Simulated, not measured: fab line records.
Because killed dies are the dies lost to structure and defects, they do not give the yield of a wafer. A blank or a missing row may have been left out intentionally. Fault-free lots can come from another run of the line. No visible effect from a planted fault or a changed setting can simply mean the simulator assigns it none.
Struck lot and sound lot, side by side    flow sky130    14 out of 708 route steps
Sound: the wafers L404.1, L404.2, L404.3. Wafers L407.3, L407.4, L407.6 were the ones struck. At the end, the cause is stated.
Each step with rows lists, per side, the tool, then ch with its chambers, then its first start. Under that, the readings that differ: sound wafers    struck wafers    difference of the means    sigmas: that difference in standard deviations of wafers without a fault.
alike: words and numbers the same on both sides, and readings whose means are apart by under 2 such deviations; not compared: readings that were withheld, readings missing a value for some wafer, numbers with overlapping values and no deviation given by the record, and bounds like >300 which may hide the same value.
Wherever a step has rows on one side only, a row that says differs or no value, or a row with sigmas, the two part there. Numbers that don't overlap but have no deviation are shown without sigmas and don't part them. A reading that every wafer of one side lacks parts them only if that side has two wafers or more.

first, 4 steps without rows for these wafers: SKY_LDD_HVP_SOFTBAKE_03 (time 60 s); SKY_LDD_HVP_EXPOSE_04 (exposes mask HVPTM, target cd 700 nm); SKY_LDD_HVP_PEB_05; SKY_LDD_HVP_DEVELOP_06 (develop time 60 s).
SKY_LDD_HVP_OVL_MEAS_07:
  sound on overlay-01, day 22 13:14; struck on overlay-02, day 24 01:30
  alike: LDD_HVP_OVL
then, 1 step without rows for these wafers: SKY_LDD_HVP_IMPLANT_08.
SKY_LDD_HVP_STRIP_09: strips in O2/N2.
  sound on plasma asher-04 ch 0,1, day 22 13:25; struck on plasma asher-03 ch 0,1, day 24 01:43
  alike: drypump motor current A, oes product au, strip time to endpoint s
  not compared: rf hours counter h
SKY_LDD_HVP_TW_MEAS_10:
  sound on film metro-03, day 22 13:31; struck on film metro-04, day 24 01:47
reading     sound        struck       difference  sigmas
LDD_HVP_TW  451 450 452  459 458 456  +7          +2
then, 4 steps without rows for these wafers: SKY_LDD_LDN_DEHYDRATE_00 (time 60 s); SKY_LDD_LDN_HMDS_01 (prime time 60 s); SKY_LDD_LDN_COAT_02 (resist thk 1140 nm); SKY_LDD_LDN_SOFTBAKE_03 (time 60 s).
SKY_LDD_LDN_EXPOSE_04: exposes mask LDNTM, target cd 700 nm.
  sound on iline stepper-02 ch 0, day 23 04:27; struck on iline stepper-02, day 24 16:22
  no value came back on the struck wafers for exposure dose mJ cm2, focus offset nm (nm); on the sound wafers exposure dose mJ cm2 reads 140.04 139.98 140.03
  alike: mask
then, 1 step without rows for these wafers: SKY_LDD_LDN_PEB_05.

== WHERE THEY PART ==
First at SKY_LDD_HVP_TW_MEAS_10; last, within this record, at SKY_LDD_LDN_EXPOSE_04.

WHY: what had been put in by the simulator
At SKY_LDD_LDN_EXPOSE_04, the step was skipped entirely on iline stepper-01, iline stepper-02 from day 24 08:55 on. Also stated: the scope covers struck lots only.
